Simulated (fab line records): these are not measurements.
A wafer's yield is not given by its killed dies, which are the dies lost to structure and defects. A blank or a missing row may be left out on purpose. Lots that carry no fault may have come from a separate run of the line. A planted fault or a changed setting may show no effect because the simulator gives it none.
fab line records	flow sky130
record: lots: 13	wafers: 39	last_day: 50
route steps=708 shown POLY_GATE@231 LDD_N@253 LDD_P@262
lots untouched by any fault: they come from a run of this same line in which no faults occurred
start_h: start of the lot's first displayed wafer, in hours after the record's first day	wait_h: hours since the lot's step before	" as in the row above	L1.1+2: a row that stands for several wafers	- no value, or no start given	* or withheld: withheld	< > ~ a bound
route shown NAME@n: a module of which the file shows steps, and the number in the route of the first	usual: the fault-free wafers' mean and standard deviation	same: alike in all rows	chamber/n: place in a boat	sites: readings site by site	_std_site: the values' standard deviation	_edge_site: outer sites' mean less inner sites'	radius_mm: for every site, how far away it sits from the centre of the wafer	mask NAME#n: copy n	behind: the tool/chamber that last shaped the wafer	hold: cause of the lot's hold/its duration in hours/its outcome	device: the transistor (n, p or np) that didn't switch	end of line: the same wafers' tests at the end of the route	step lacking rows: just its recipe	killed: dies that structure and defects cost at the first sort, which is not the same as the wafer's yield	map: the dies of a wafer, with x for killed, . for not killed, _ for no die there
set.NAME: the setting that was run; set.NAME@STEP: the one run at that earlier step	model.NAME: the simulator's own value behind a step, which no gauge read
the route's steps for a sample of lots (tables are steps, rows are wafers)
services: when a tool's chamber went out of use (start_h, in hours from the record's first day, below 0 if earlier), for how many hours, and the reason
== steps ==
step: SKY_POLY_GATE_ETCH_17
recipe: target_depth_nm: 180	stop_on: SiO2	over_etch_frac: 0.56667	chemistry: HBr/Cl2	target: poly-Si	icp_w: 400	bias_w: 100	pressure_mtorr: 10	HBr_flow_sccm: 150	Cl2_flow_sccm: 50	time_s: 70.5
usual: bias_w: 99.93/0.29	drypump_motor_current_A: 5.8/0.51	mfc_cl2_sccm: 50.00/0.15	oes_product_au: 0.984/0.0066	throttle_valve_pct: 33.686/0.0087
lot.wafer	tool	chamber	start_h	wait_h	bias_w	drypump_motor_current_A	mfc_cl2_sccm	oes_product_au	rf_hours_counter_h	throttle_valve_pct
L827.4	rie_si-02	3	369.62	0.0	99.57	6.5	50.29	0.995	1	33.679
L827.5	"	3	"	"	99.48	6.5	50.12	0.990	-	33.695
L827.6	"	2	"	"	99.92	5.6	50.18	0.987	-	33.687
L828.2	rie_si-02	1	391.22	0.0	99.89	6.1	49.86	0.983	59	33.685
L828.5	"	1	"	"	99.86	6.1	50.04	0.987	-	33.679
L828.6	"	2	"	"	100.07	5.5	49.70	0.986	-	33.688
L831.2	rie_si-02	3	400.95	0.0	99.92	6.5	49.88	0.987	2	33.692
L831.4	"	2	"	"	99.82	5.6	49.87	0.988	26	33.671
L831.6	"	1	"	"	99.40	6.1	50.21	0.985	-	33.684
L832.2	rie_si-02	2	417.62	0.0	100.09	5.6	49.99	0.973	26	33.675
L832.4	"	1	"	"	99.68	6.1	49.80	0.979	60	33.682
L832.6	"	0	"	"	99.85	6.4	50.02	0.976	-	33.684
L834.4	rie_si-01	0	440.38	0.1	100.07	5.1	50.10	0.978	-	33.687
L834.5	"	2	"	"	100.43	6.0	49.78	0.987	-	33.682
L834.6	"	1	"	"	99.70	5.3	50.00	0.986	-	33.692
L837.1	rie_si-01	3	461.85	0.0	99.84	5.3	49.87	0.979	52	33.694
L837.3	"	1	"	"	100.07	5.3	50.10	0.983	5	33.684
L837.5	"	2	"	"	99.73	6.0	50.01	0.984	-	33.684
L843.2	rie_si-01	1	508.77	0.0	100.38	5.3	50.16	0.995	5	33.689
L843.4	"	0	"	"	99.68	5.1	49.93	0.988	1	33.693
L843.6	"	3	"	"	100.16	5.3	50.03	0.988	-	33.694
L844.1	rie_si-02	0	532.76	0.0	99.74	6.4	50.13	0.990	8	33.672
L844.2	"	2	"	"	100.04	5.6	50.06	0.986	27	33.693
L844.3	"	1	"	"	99.30	6.1	49.73	0.986	0	33.686
L846.1	rie_si-01	3	542.27	0.0	99.91	5.3	50.01	0.977	0	33.686
L846.4	"	2	"	"	100.29	6.0	50.19	0.984	6	33.685
L846.6	"	3	"	"	99.99	5.3	49.79	0.969	-	33.708
L845.3	rie_si-02	0	546.16	0.0	99.76	6.4	50.20	0.977	8	33.702
L845.4	"	1	"	"	100.47	6.1	49.98	0.989	0	33.677
L845.5	"	2	"	"	100.00	5.6	50.08	0.978	-	33.678
L847.2	rie_si-01	1	548.37	0.0	99.97	5.3	50.06	0.992	5	33.674
L847.3	"	0	"	"	99.69	5.1	49.94	0.987	1	33.687
L847.4	"	3	"	"	99.99	5.3	49.87	0.990	0	33.672
L848.4	rie_si-02	3	549.72	0.0	99.82	6.5	50.03	0.992	2	33.704
L848.5	"	3	"	"	99.72	6.5	50.02	0.989	-	33.685
L848.6	"	2	"	"	99.78	5.6	49.78	0.978	-	33.690
L850.1	rie_si-02	0	566.61	0.0	100.23	6.4	50.07	0.983	8	33.683
L850.2	"	1	"	"	99.98	6.1	50.24	0.985	0	33.700
L850.4	"	3	"	"	100.75	6.5	49.94	0.979	3	33.682
step: SKY_LDD_N_STRIP_16
recipe: chemistry: O2/N2	power_w: 1400	pressure_mtorr: 1500	platen_temp_c: withheld	o2_flow_sccm: 3000	n2_flow_sccm: 300	overash_fraction: 0.5
usual: chamber_pressure_mTorr: 1500.1/1.4	drypump_motor_current_A: 5.57/0.17	oes_product_au: 0.406/0.0043	strip_time_to_endpoint_s: 4.309/0.017
lot.wafer	tool	chamber	start_h	wait_h	chamber_pressure_mTorr	drypump_motor_current_A	oes_product_au	rf_hours_counter_h	strip_time_to_endpoint_s
L827.4	plasma_asher-01	1	402.14	0.1	1501.1	5.54	0.402	-	4.307
L827.5	"	1	"	"	1501.3	5.53	0.401	-	4.309
L827.6	"	0	"	"	1499.1	5.57	0.402	-	4.317
L828.2	plasma_asher-01	0	424.29	0.1	1502.4	5.57	0.408	73	4.361
L828.5	"	1	"	"	1501.3	5.49	0.400	-	4.316
L828.6	"	0	"	"	1499.1	5.60	0.407	-	4.310
L831.2	plasma_asher-03	1	435.12	0.1	1499.4	5.58	0.409	1	4.297
L831.4	"	0	"	"	1500.5	5.59	0.399	-	4.327
L831.6	"	0	"	"	1499.3	5.57	0.401	-	4.309
L832.2	plasma_asher-01	1	455.22	0.1	1500.3	5.52	0.401	77	4.314
L832.4	"	1	"	"	1499.7	5.51	0.421	-	4.298
L832.6	"	0	"	"	1499.4	5.53	0.413	-	4.303
L834.4	plasma_asher-04	0	475.35	0.1	1499.5	5.84	0.412	-	4.317
L834.5	"	1	"	"	1498.2	5.36	0.400	-	4.299
L834.6	"	0	"	"	1499.8	5.84	0.408	-	4.309
L837.1	plasma_asher-04	1	496.51	0.1	1504.0	5.34	0.621	41	-
L837.3	"	0	"	"	1522.0	5.84	0.660	-	-
L837.5	"	1	"	"	1488.0	5.40	0.635	-	-
L843.2	plasma_asher-04	0	544.75	0.1	1500.6	5.81	0.403	46	4.299
L843.4	"	1	"	"	1501.4	5.36	0.402	-	4.261
L843.6	"	1	"	"	1502.7	5.35	0.410	-	4.277
L844.1	plasma_asher-04	0	566.79	0.1	1499.9	5.83	0.404	48	4.324
L844.2	"	1	"	"	1499.0	5.34	0.406	48	4.312
L844.3	"	1	"	"	1498.2	5.34	0.406	-	4.307
L846.1	plasma_asher-03	1	575.02	0.1	1500.2	5.58	0.401	15	4.327
L846.4	"	1	"	"	1498.5	5.57	0.409	-	4.327
L846.6	"	1	"	"	1500.6	5.57	0.393	-	4.315
L845.3	plasma_asher-01	1	578.64	0.1	1497.6	5.53	0.410	-	4.327
L845.4	"	0	"	"	1500.3	5.59	0.409	-	4.332
L845.5	"	1	"	"	1497.8	5.53	0.412	-	4.292
L847.2	plasma_asher-04	1	581.04	0.1	1500.0	5.36	0.404	49	4.289
L847.3	"	1	"	"	1502.0	5.34	0.405	-	4.319
L847.4	"	0	"	"	1502.4	5.85	0.409	-	4.295
L848.4	plasma_asher-04	0	582.50	0.1	1499.6	5.78	0.407	-	4.312
L848.5	"	0	"	"	1501.2	5.81	0.408	-	4.312
L848.6	"	1	"	"	1499.5	5.34	0.408	-	4.299
L850.1	plasma_asher-01	0	598.70	0.1	1501.1	5.58	0.401	93	4.310
L850.2	"	1	"	"	1501.8	5.53	0.406	93	4.284
L850.4	"	0	"	"	1499.5	5.56	0.407	-	4.292
step: SKY_LDD_P_CD_MEAS_07
recipe: target_cd_nm: 380
usual: cd_nm: 380.4/2.1
lot.wafer	tool	chamber	start_h	wait_h	cd_nm
L827.4	cd_sem-02	-	432.38	0.1	378.0
L827.5	"	-	"	"	380.6
L827.6	"	-	"	"	377.6
L828.2	cd_sem-02	-	456.04	0.1	380.3
L828.5	"	-	"	"	378.4
L828.6	"	-	"	"	381.1
L831.2	cd_sem-01	-	465.97	0.1	379.2
L831.4	"	-	"	"	379.6
L831.6	"	-	"	"	380.4
L832.2	cd_sem-02	-	486.37	0.1	379.9
L832.4	"	-	"	"	379.3
L832.6	"	-	"	"	382.3
L834.4	cd_sem-01	-	505.96	0.1	383.6
L834.5	"	-	"	"	380.0
L834.6	"	-	"	"	380.6
L837.1	cd_sem-01	-	526.70	0.1	378.9
L837.3	"	-	"	"	379.6
L837.5	"	-	"	"	381.4
L843.2	cd_sem-02	-	574.89	0.1	379.6
L843.4	"	-	"	"	380.7
L843.6	"	-	"	"	381.3
L844.1	cd_sem-01	-	596.52	0.1	378.5
L844.2	"	-	"	"	379.0
L844.3	"	-	"	"	377.3
L846.1	cd_sem-01	-	603.92	0.1	378.6
L846.4	"	-	"	"	379.9
L846.6	"	-	"	"	379.1
L845.3	cd_sem-01	-	607.16	0.1	377.9
L845.4	"	-	"	"	377.2
L845.5	"	-	"	"	378.7
L847.2	cd_sem-02	-	609.94	0.1	381.1
L847.3	"	-	"	"	381.8
L847.4	"	-	"	"	382.1
L848.4	cd_sem-01	-	611.72	0.1	380.2
L848.5	"	-	"	"	378.4
L848.6	"	-	"	"	380.3
L850.1	cd_sem-01	-	627.51	0.1	378.6
L850.2	"	-	"	"	379.1
L850.4	"	-	"	"	377.3
step: SKY_LDD_P_OVL_MEAS_08
usual: LDD_P_OVL: -0.5/1.5
lot.wafer	tool	chamber	start_h	wait_h	LDD_P_OVL[nm]
L827.4	overlay-01	-	432.46	0.1	-1.2
L827.5	"	-	"	"	-1.8
L827.6	"	-	"	"	-2.5
L828.2	overlay-02	-	456.15	0.1	-1.2
L828.5	"	-	"	"	-3.7
L828.6	"	-	"	"	0.3
L831.2	overlay-01	-	466.08	0.1	-1.9
L831.4	"	-	"	"	-1.9
L831.6	"	-	"	"	-2.7
L832.2	overlay-01	-	486.48	0.1	-0.7
L832.4	"	-	"	"	-1.6
L832.6	"	-	"	"	-2.1
L834.4	overlay-02	-	506.04	0.1	0.3
L834.5	"	-	"	"	0.3
L834.6	"	-	"	"	0.9
L837.1	overlay-01	-	526.82	0.1	-1.3
L837.3	"	-	"	"	-1.7
L837.5	"	-	"	"	0.0
L843.2	overlay-02	-	574.99	0.1	1.8
L843.4	"	-	"	"	0.4
L843.6	"	-	"	"	0.6
L844.1	overlay-01	-	596.64	0.1	0.7
L844.2	"	-	"	"	1.8
L844.3	"	-	"	"	2.2
L846.1	overlay-01	-	604.04	0.1	-3.1
L846.4	"	-	"	"	-1.9
L846.6	"	-	"	"	-2.6
L845.3	overlay-01	-	607.25	0.1	2.3
L845.4	"	-	"	"	-1.4
L845.5	"	-	"	"	0.0
L847.2	overlay-02	-	610.04	0.1	-1.3
L847.3	"	-	"	"	-1.8
L847.4	"	-	"	"	-0.8
L848.4	overlay-01	-	611.80	0.1	-1.8
L848.5	"	-	"	"	-0.7
L848.6	"	-	"	"	0.0
L850.1	overlay-01	-	627.63	0.1	0.2
L850.2	"	-	"	"	0.6
L850.4	"	-	"	"	1.7
step: SKY_LDD_P_STRIP_10
recipe: chemistry: O2/N2	power_w: 1400	pressure_mtorr: 1500	platen_temp_c: withheld	o2_flow_sccm: 3000	n2_flow_sccm: 300	overash_fraction: 0.5
usual: chamber_pressure_mTorr: 1500.0/1.4	drypump_motor_current_A: 5.49/0.29	oes_product_au: 0.715/0.0045	strip_time_to_endpoint_s: 14.18/0.037
lot.wafer	tool	chamber	start_h	wait_h	chamber_pressure_mTorr	drypump_motor_current_A	oes_product_au	rf_hours_counter_h	strip_time_to_endpoint_s
L827.4	plasma_asher-01	1	432.66	0.1	1501.1	5.57	0.713	-	14.21
L827.5	"	0	"	"	1502.8	5.53	0.709	-	14.16
L827.6	"	1	"	"	1499.8	5.53	0.723	-	14.17
L828.2	plasma_asher-01	0	456.34	0.1	1498.1	5.61	0.715	77	14.20
L828.5	"	0	"	"	1498.6	5.60	0.710	-	14.23
L828.6	"	1	"	"	1499.3	5.58	0.713	-	14.14
L831.2	plasma_asher-03	1	466.26	0.1	1498.7	5.57	0.719	4	14.13
L831.4	"	1	"	"	1501.3	5.59	0.722	-	14.15
L831.6	"	0	"	"	1500.8	5.57	0.716	-	14.19
L832.2	plasma_asher-01	1	486.66	0.1	1498.9	5.56	0.706	81	14.15
L832.4	"	0	"	"	1497.7	5.54	0.710	-	14.12
L832.6	"	1	"	"	1501.7	5.52	0.718	-	14.16
L834.4	plasma_asher-01	0	506.24	0.1	1500.4	5.56	0.719	-	14.18
L834.5	"	1	"	"	1501.2	5.52	0.721	-	14.18
L834.6	"	0	"	"	1499.3	5.54	0.712	-	14.18
L837.1	plasma_asher-02	1	527.01	0.1	1501.6	4.74	0.714	62	17.87
L837.3	"	0	"	"	1500.6	5.83	0.723	-	17.81
L837.5	"	1	"	"	1502.1	4.75	0.716	-	17.85
L843.2	plasma_asher-01	1	575.17	0.1	1499.2	5.54	0.716	90	14.17
L843.4	"	1	"	"	1500.3	5.52	0.710	-	14.20
L843.6	"	0	"	"	1498.7	5.56	0.715	-	14.14
L844.1	plasma_asher-01	1	596.82	0.1	1500.5	5.51	0.712	92	14.24
L844.2	"	0	"	"	1499.5	5.58	0.717	92	14.28
L844.3	"	1	"	"	1498.0	5.55	0.711	-	14.27
L846.1	plasma_asher-01	1	604.22	0.1	1499.1	5.51	0.713	93	14.17
L846.4	"	1	"	"	1502.5	5.51	0.712	-	14.17
L846.6	"	0	"	"	1498.4	5.54	0.716	-	14.21
L845.3	plasma_asher-02	0	607.46	0.1	1498.1	5.85	0.718	-	14.17
L845.4	"	1	"	"	1500.0	4.76	0.723	-	14.17
L845.5	"	1	"	"	1498.5	4.77	0.714	-	14.18
L847.2	plasma_asher-03	1	610.22	0.1	1500.7	5.57	0.711	18	14.18
L847.3	"	1	"	"	1499.4	5.55	0.716	-	14.19
L847.4	"	0	"	"	1502.1	5.54	0.711	-	14.18
L848.4	plasma_asher-01	1	612.00	0.1	1502.1	5.50	0.713	-	14.15
L848.5	"	1	"	"	1500.9	5.51	0.715	-	14.22
L848.6	"	0	"	"	1498.9	5.58	0.721	-	14.15
L850.1	plasma_asher-02	0	627.82	0.1	1500.2	5.85	0.715	72	14.19
L850.2	"	1	"	"	1501.1	4.74	0.722	72	14.23
L850.4	"	1	"	"	1499.7	4.73	0.707	-	14.24
step: SKY_LDD_P_TW_MEAS_11
usual: LDD_P_TW: 633/4.4
lot.wafer	tool	chamber	start_h	wait_h	LDD_P_TW
L827.4	film_metro-04	-	432.76	0.1	636
L827.5	"	-	"	"	637
L827.6	"	-	"	"	640
L828.2	film_metro-04	-	456.45	0.1	633
L828.5	"	-	"	"	636
L828.6	"	-	"	"	638
L831.2	film_metro-03	-	466.37	0.1	636
L831.4	"	-	"	"	639
L831.6	"	-	"	"	636
L832.2	film_metro-04	-	486.77	0.1	629
L832.4	"	-	"	"	631
L832.6	"	-	"	"	630
L834.4	film_metro-04	-	506.34	0.1	637
L834.5	"	-	"	"	636
L834.6	"	-	"	"	633
L837.1	film_metro-04	-	527.11	0.1	30
L837.3	"	-	"	"	30
L837.5	"	-	"	"	30
L843.2	film_metro-02	-	575.28	0.1	625
L843.4	"	-	"	"	625
L843.6	"	-	"	"	628
L844.1	film_metro-02	-	596.92	0.1	631
L844.2	"	-	"	"	631
L844.3	"	-	"	"	631
L846.1	film_metro-02	-	604.32	0.1	626
L846.4	"	-	"	"	629
L846.6	"	-	"	"	627
L845.3	film_metro-02	-	607.54	0.1	631
L845.4	"	-	"	"	633
L845.5	"	-	"	"	631
L847.2	film_metro-02	-	610.33	0.1	631
L847.3	"	-	"	"	630
L847.4	"	-	"	"	630
L848.4	film_metro-02	-	612.10	0.1	631
L848.5	"	-	"	"	631
L848.6	"	-	"	"	630
L850.1	film_metro-02	-	627.92	0.1	629
L850.2	"	-	"	"	630
L850.4	"	-	"	"	630
== services ==
tool	chamber	start_h	hours	kind
rie_si-02	3	348.10	5.0	repair
rie_si-01	2	362.63	1.0	repair
plasma_asher-04	-	397.11	6.0	repair
rie_si-01	1	400.48	8.0	repair
rie_si-02	2	401.99	2.1	repair
rie_si-02	0	402.65	9.5	repair
plasma_asher-03	-	421.25	9.0	pm
rie_si-02	0	425.02	20.3	repair
plasma_asher-02	-	430.61	48.9	repair
rie_si-01	3	439.07	7.2	repair
plasma_asher-03	-	439.69	2.8	pm
rie_si-01	0	457.11	3.4	repair
rie_si-01	2	473.59	6.7	repair
rie_si-02	1	478.86	-	clean
rie_si-02	1	478.86	18.5	scheduled_down
rie_si-02	1	478.86	18.5	vent_cycle
plasma_asher-03	-	540.34	4.3	pm
plasma_asher-04	-	597.73	10.6	repair
rie_si-01	3	615.64	11.4	repair
plasma_asher-03	-	618.50	5.6	repair
rie_si-02	2	620.74	-	clean
rie_si-01	2	621.59	6.0	repair
rie_si-02	-	626.04	1.0	repair
rie_si-02	3	626.14	13.6	repair
== key ==
first_sign: step: SKY_LDD_N_STRIP_16	reading: oes_product_au	direction: up	sigmas: 54	usual: 0.406	struck: 0.639
effect: step: SKY_LDD_N_STRIP_16	reading: chamber_pressure_mTorr	direction: up	sigmas: 3.3	usual: 1500.1	struck: 1504.7
effect: step: SKY_LDD_P_STRIP_10	reading: strip_time_to_endpoint_s	direction: up	sigmas: 99+	usual: *	struck: *
effect: step: SKY_LDD_P_TW_MEAS_11	reading: LDD_P_TW	direction: down	sigmas: 99+	usual: 633	struck: 30
met_at SKY_LDD_N_STRIP_16
struck_lots L837
sort_left_out L837.1,L837.3,L837.5
tester_left_out L837
not_acting_at SKY_POLY_GATE_ETCH_17,SKY_LDD_P_CD_MEAS_07,SKY_LDD_P_OVL_MEAS_08
onset_between 475.35 496.51
fault: kind: strip_aborted	tool: plasma_asher-04	chamber: -	onset_h: 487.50	steps: SKY_LDD_N_STRIP_16	offset: 1	end_h: 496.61
tester_left_out: of these lots the tester's yield and bins aren't shown, on N5 and GAA mostly nor the transistor test; their killed dies are dies lost to structure and defects alone, not to doping, threshold or leakage, so they don't give the yield
sort_left_out: the simulated sort isn't trusted on such a fault, so these wafers' sort isn't shown, and their yield isn't known
